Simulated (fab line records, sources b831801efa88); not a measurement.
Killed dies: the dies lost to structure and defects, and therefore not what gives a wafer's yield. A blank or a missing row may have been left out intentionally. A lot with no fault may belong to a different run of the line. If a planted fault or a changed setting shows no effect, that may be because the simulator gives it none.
Chamber matching -- flow sky130 -- SKY_PASSIVATION_CVD_00 on pecvd-02: 3 sister chambers
The step deposits SiO2, target thk 90 nm. 6 wafers are shown with their chamber, then 10 later ones without.

WAFERS PAIRED WITH THEIR CHAMBERS
wafer,chamber,heater power w (W)
L080.3,2,745
L082.1,2,726
L082.2,0,545
L082.3,1,825
L083.2,1,859
L083.4,0,552

WAFERS MISSING THEIR CHAMBER
wafer,heater power w (W)
L083.6,847
L087.2,559
L087.4,735
L087.6,532
L091.4,815
L091.5,644
L091.6,588
L094.3,715
L094.4,890
L094.6,613

THE CHAMBER EACH PASSED THROUGH
wafer,from the rows above,in truth
L083.6,1,1
L087.2,0,0
L087.4,2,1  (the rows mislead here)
L087.6,0,0
L091.4,1,1
L091.5,can't be placed: 2 or 0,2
L091.6,0,0
L094.3,2,2
L094.4,1,1
L094.6,0,0
Correctly placed: 8 of 10. Not placeable from these rows: 1 (in 1, the candidates include the true chamber). Wrongly placed: 1.
How it was worked out, from the rows above alone: a wafer's distance from a chamber is the root of the sum, over the readings, of the square of ((its reading less the chamber's mean) divided by the reading's scatter). If the next closest chamber is less than 2 further off than the closest, the wafer can't be placed; otherwise it belongs to the closest. For every chamber, the mean is computed from those of its wafers that are shown. The scatter is the square root of a quotient: the sum, over the shown wafers, of each reading's squared deviation from its chamber's mean, divided by wafers minus chambers.
